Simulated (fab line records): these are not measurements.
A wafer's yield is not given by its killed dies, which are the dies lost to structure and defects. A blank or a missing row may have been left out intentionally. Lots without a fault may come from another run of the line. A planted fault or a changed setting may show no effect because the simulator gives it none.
fab line records	flow sky130
record lots=11	wafers=33	last_day=50
route steps=708 shown METAL3@567 PASSIVATION@689 PAD_OPEN@702
lots that met no fault: from a run of the same line without faults
start_h: start of the lot's first displayed wafer, in hours after the record's first day	wait_h: hours elapsed since this lot's preceding step	" identical to the entry in the row above	L1.1+2: a row that stands for several wafers	- value missing, or start not given	* or withheld: withheld	< > ~ a bound
route shown NAME@n: names a module that has steps shown in the file, with the first one's number in the route	usual: average and standard deviation across the fault-free wafers	same: alike in all rows	chamber/n: place in a boat	sites: the reading at each site	_std_site: how widely they spread, as a standard deviation	_edge_site: outer sites' mean less inner sites'	radius_mm: for every site, how far away it sits from the centre of the wafer	mask NAME#n: copy n	behind: the most recent tool/chamber to have shaped the wafer	hold: reason for holding the lot/hours on hold/outcome of the hold	device: transistor that didn't switch, given as n, p or np	end of line: tests run on the same wafers once the route is complete	for a step that has no rows: nothing shown but its recipe	killed: dies that structure and defects cost at the first sort, which is not the same as the wafer's yield	map: the dies of a wafer, with x for killed, . for not killed, _ for no die there
set.NAME: the run value of the setting; set.NAME@STEP: its run value at that earlier step	model.NAME: the simulator's own value behind a step, which no gauge read
one table for each step of the route and one row for each wafer, over a sample of lots
services: the hour from which a tool's chamber was out of use, counted from the record's first day as start_h (under 0 if before that day), plus the number of hours and why
## steps
# step SKY_METAL3_ETCH_17
# recipe target=SiO2	stop_on=TiN	chemistry=C4F8/O2/Ar	source_w=1500	bias_w=1200	pressure_mtorr=40	c4f8_flow_sccm=withheld	O2_flow_sccm=6	Ar_flow_sccm=300	time_s=3.9	target_depth_a=150
# usual oes_product_au=0.754/0.0069
lot.wafer	tool	chamber	start_h	wait_h	oes_product_au	rf_hours_counter_h
L869.1	rie_diel-01	3	900.96	0.1	0.743	8
L869.3	"	2	"	"	0.757	10
L869.4	"	1	"	"	0.747	6
L871.3	rie_diel-02	3	925.61	0.0	0.758	19
L871.5	"	2	"	"	0.759	-
L871.6	"	3	"	"	0.764	-
L873.2	rie_diel-02	1	928.51	0.1	0.763	15
L873.3	"	3	"	"	0.762	19
L873.4	"	1	"	"	0.767	-
L876.3	rie_diel-04	1	957.81	0.0	0.756	14
L876.4	"	2	"	"	0.757	21
L876.6	"	3	"	"	0.758	-
L877.4	rie_diel-02	2	958.36	0.0	0.754	7
L877.5	"	2	"	"	0.751	-
L877.6	"	1	"	"	0.757	-
L880.1	rie_diel-02	2	979.81	0.1	0.755	8
L880.4	"	3	"	"	0.754	21
L880.6	"	3	"	"	0.761	-
L879.2	rie_diel-01	3	980.48	0.1	0.752	10
L879.5	"	3	"	"	0.757	-
L879.6	"	2	"	"	0.758	-
L887.1	rie_diel-04	3	1027.66	0.1	0.753	11
L887.3	"	2	"	"	0.754	23
L887.5	"	2	"	"	0.757	-
L889.1	rie_diel-04	2	1037.36	0.1	0.746	23
L889.4	"	0	"	"	0.765	16
L889.6	"	2	"	"	0.763	-
L890.2	rie_diel-01	1	1043.71	0.1	0.748	10
L890.5	"	3	"	"	0.757	-
L890.6	"	0	"	"	0.754	-
L892.2	rie_diel-02	2	1071.08	0.1	0.760	10
L892.4	"	1	"	"	0.760	20
L892.5	"	3	"	"	0.741	-
# step SKY_PASSIVATION_EXPOSE_08
# recipe mask_id=NSM	target_cd_nm=3000	na=0.57	dose_mj=260
# usual exposure_dose_mJ_cm2=259.91/0.23
lot.wafer	tool	chamber	start_h	wait_h	mask	exposure_dose_mJ_cm2
L869.1	iline_stepper-01	0	1038.22	-	NSM#0	259.59
L869.3	"	0	"	"	NSM#0	259.46
L869.4	"	0	"	"	NSM#0	259.93
L871.3	iline_stepper-02	0	1060.84	-	NSM#0	259.98
L871.5	"	0	"	"	NSM#0	260.14
L871.6	"	0	"	"	NSM#0	260.31
L873.2	iline_stepper-02	0	1062.17	-	NSM#0	260.15
L873.3	"	0	"	"	NSM#0	259.69
L873.4	"	0	"	"	NSM#0	260.09
L877.4	iline_stepper-02	0	1090.89	-	NSM#0	291.40
L877.5	"	0	"	"	NSM#0	291.65
L877.6	"	0	"	"	NSM#0	291.42
L876.3	iline_stepper-02	0	1091.06	-	NSM#0	291.47
L876.4	"	0	"	"	NSM#0	291.46
L876.6	"	0	"	"	NSM#0	291.51
L880.1	iline_stepper-02	0	1106.40	-	NSM#0	291.50
L880.4	"	0	"	"	NSM#0	291.59
L880.6	"	0	"	"	NSM#0	291.60
L879.2	iline_stepper-02	0	1107.95	-	NSM#0	291.52
L879.5	"	0	"	"	NSM#0	291.43
L879.6	"	0	"	"	NSM#0	291.50
L887.1	iline_stepper-01	0	1147.43	-	NSM#0	259.75
L887.3	"	0	"	"	NSM#0	259.92
L887.5	"	0	"	"	NSM#0	259.45
L889.1	iline_stepper-01	0	1155.65	-	NSM#0	259.53
L889.4	"	0	"	"	NSM#0	259.68
L889.6	"	0	"	"	NSM#0	259.76
L890.2	iline_stepper-01	0	1160.64	-	NSM#0	259.78
L890.5	"	0	"	"	NSM#0	259.99
L890.6	"	0	"	"	NSM#0	260.41
L892.2	iline_stepper-01	0	1182.97	-	NSM#0	259.89
L892.4	"	0	"	"	NSM#0	259.98
L892.5	"	0	"	"	NSM#0	259.91
# step SKY_PASSIVATION_STRIP_12
# recipe chemistry=O2/N2	power_w=1400	pressure_mtorr=1500	platen_temp_c=withheld	overash_fraction=0.7	o2_flow_sccm=3000	n2_flow_sccm=300
# usual drypump_motor_current_A=5.8/0.36	n2_flow_sccm=300.1/0.85	oes_product_au=0.661/0.0047	strip_time_to_endpoint_s=31.45/0.13
lot.wafer	tool	chamber	start_h	wait_h	drypump_motor_current_A	n2_flow_sccm	oes_product_au	rf_hours_counter_h	strip_time_to_endpoint_s
L869.1	plasma_asher-02	1	1049.22	0.1	6.1	299.8	0.664	33	31.76
L869.3	"	1	"	"	6.1	300.2	0.667	-	31.71
L869.4	"	0	"	"	5.2	298.9	0.661	-	31.68
L871.3	plasma_asher-02	0	1071.31	0.1	5.2	300.4	0.660	-	31.58
L871.5	"	1	"	"	6.1	301.0	0.656	-	31.56
L871.6	"	0	"	"	5.2	299.9	0.654	-	31.51
L873.2	plasma_asher-03	0	1072.07	0.1	5.7	299.3	0.661	1	31.37
L873.3	"	1	"	"	5.7	299.2	0.663	-	31.40
L873.4	"	0	"	"	5.7	298.8	0.662	-	31.36
L877.4	plasma_asher-03	0	1101.21	0.1	5.6	299.6	0.665	-	31.45
L877.5	"	1	"	"	5.6	300.1	0.653	-	31.47
L877.6	"	0	"	"	5.6	299.2	0.661	-	31.39
L876.3	plasma_asher-01	0	1101.25	0.1	6.5	300.0	0.660	-	31.57
L876.4	"	1	"	"	6.0	299.9	0.664	-	31.47
L876.6	"	0	"	"	6.5	298.9	0.657	-	31.49
L880.1	plasma_asher-03	1	1116.12	0.1	5.7	299.6	0.658	5	31.46
L880.4	"	1	"	"	5.7	300.3	0.658	-	31.34
L880.6	"	1	"	"	5.7	299.4	0.657	-	31.36
L879.2	plasma_asher-01	0	1117.43	0.1	6.5	300.0	0.655	65	31.41
L879.5	"	0	"	"	6.5	299.0	0.665	-	31.35
L879.6	"	1	"	"	6.0	300.8	0.663	-	31.42
L887.1	plasma_asher-03	1	1156.67	0.1	5.7	299.1	0.664	9	31.59
L887.3	"	1	"	"	5.7	299.0	0.657	-	31.52
L887.5	"	1	"	"	5.7	301.1	0.662	-	31.57
L889.1	plasma_asher-01	0	1164.43	0.1	6.5	300.5	0.663	68	31.23
L889.4	"	0	"	"	6.5	301.3	0.658	-	31.35
L889.6	"	0	"	"	6.5	300.0	0.665	-	31.27
L890.2	plasma_asher-03	1	1169.42	0.1	5.7	299.6	0.664	11	31.39
L890.5	"	1	"	"	5.7	300.6	0.661	-	31.47
L890.6	"	0	"	"	5.7	299.5	0.660	-	31.48
L892.2	plasma_asher-02	1	1190.28	0.1	6.1	301.6	0.667	47	31.40
L892.4	"	0	"	"	5.2	299.4	0.657	-	31.35
L892.5	"	1	"	"	6.1	298.7	0.664	-	31.38
# step SKY_PAD_OPEN_STRIP_08
# recipe chemistry=O2/N2	power_w=1400	pressure_mtorr=1500	platen_temp_c=withheld	overash_fraction=0.7	o2_flow_sccm=3000	n2_flow_sccm=300
# usual drypump_motor_current_A=5.8/0.36	n2_flow_sccm=300.1/0.8	oes_product_au=0.663/0.0045
lot.wafer	tool	chamber	start_h	wait_h	drypump_motor_current_A	n2_flow_sccm	oes_product_au	rf_hours_counter_h
L869.1	plasma_asher-02	1	1070.78	0.1	6.1	299.4	0.663	35
L869.3	"	0	"	"	5.2	300.1	0.664	-
L869.4	"	1	"	"	6.1	299.9	0.658	-
L871.3	plasma_asher-02	1	1091.83	0.1	6.1	299.5	0.659	-
L871.5	"	0	"	"	5.3	300.9	0.659	-
L871.6	"	1	"	"	6.1	299.1	0.664	-
L873.2	plasma_asher-02	1	1092.92	0.1	6.1	300.2	0.661	37
L873.3	"	1	"	"	6.1	299.2	0.658	-
L873.4	"	0	"	"	5.2	300.5	0.665	-
L877.4	plasma_asher-04	1	1120.95	0.1	5.5	301.1	0.660	-
L877.5	"	0	"	"	5.9	300.2	0.674	-
L877.6	"	1	"	"	5.5	301.2	0.666	-
L876.3	plasma_asher-01	1	1121.30	0.1	6.0	299.7	0.662	-
L876.4	"	0	"	"	6.5	300.3	0.668	-
L876.6	"	1	"	"	6.0	299.8	0.661	-
L880.1	plasma_asher-02	0	1135.62	0.1	5.2	300.4	0.672	41
L880.4	"	1	"	"	6.1	301.4	0.662	-
L880.6	"	1	"	"	6.1	298.8	0.664	-
L879.2	plasma_asher-02	0	1137.15	0.1	5.2	299.0	0.664	41
L879.5	"	1	"	"	6.1	300.0	0.669	-
L879.6	"	0	"	"	5.3	300.0	0.661	-
L887.1	plasma_asher-01	0	1173.57	0.1	6.5	300.0	0.659	69
L887.3	"	0	"	"	6.5	300.2	0.659	-
L887.5	"	1	"	"	6.0	300.9	0.660	-
L889.1	plasma_asher-01	0	1181.02	0.1	6.5	300.1	0.664	70
L889.4	"	1	"	"	6.0	299.6	0.658	-
L889.6	"	0	"	"	6.5	300.0	0.657	-
L890.2	plasma_asher-01	0	1185.12	0.1	6.5	299.6	0.671	71
L890.5	"	0	"	"	6.5	300.8	0.662	-
L890.6	"	1	"	"	6.0	299.7	0.663	-
L892.2	plasma_asher-02	0	1205.78	0.1	5.3	298.7	0.664	49
L892.4	"	1	"	"	6.1	299.7	0.659	-
L892.5	"	0	"	"	5.2	297.4	0.662	-
## services
tool	chamber	start_h	hours	kind
iline_stepper-01	-	911.30	4.4	pm
rie_diel-02	0	925.98	8.3	repair
iline_stepper-01	-	931.96	3.6	repair
iline_stepper-01	-	942.96	1.7	pm
iline_stepper-02	-	946.46	20.7	repair
iline_stepper-02	-	961.18	1.5	repair
iline_stepper-01	-	967.17	2.1	pm
iline_stepper-02	-	1013.02	28.9	pm
plasma_asher-01	-	1042.24	1.0	repair
rie_diel-02	2	1045.75	3.9	repair
iline_stepper-02	-	1046.41	1.7	pm
rie_diel-02	-	1048.18	1.1	repair
plasma_asher-01	-	1049.37	0.5	repair
plasma_asher-03	-	1055.25	9.0	pm
iline_stepper-01	-	1061.79	2.0	repair
plasma_asher-02	-	1075.28	0.8	repair
iline_stepper-01	-	1089.62	6.7	repair
plasma_asher-02	-	1127.48	2.8	pm
plasma_asher-01	-	1138.92	15.6	pm
iline_stepper-01	-	1161.14	1.7	pm
iline_stepper-01	-	1176.19	3.3	repair
plasma_asher-03	-	1183.73	9.3	repair
plasma_asher-02	-	1184.53	3.5	repair
plasma_asher-01	-	1188.07	2.8	pm
## key
first_sign step=SKY_PASSIVATION_EXPOSE_08	reading=exposure_dose_mJ_cm2	direction=up	sigmas=99+	usual=*	struck=*
effect none on later readings
met_at SKY_PASSIVATION_EXPOSE_08
struck_lots L876,L877,L879,L880
not_acting_at SKY_METAL3_ETCH_17,SKY_PASSIVATION_STRIP_12,SKY_PAD_OPEN_STRIP_08
onset_between 1062.17 1090.89
fault kind=process_parameter_drift	tool=iline_stepper-02	chamber=-	onset_h=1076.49	steps=SKY_PASSIVATION_EXPOSE_08	channel=dose_mj	offset=31.55	shape=step	acts_in=these_recipes_only	stated=260
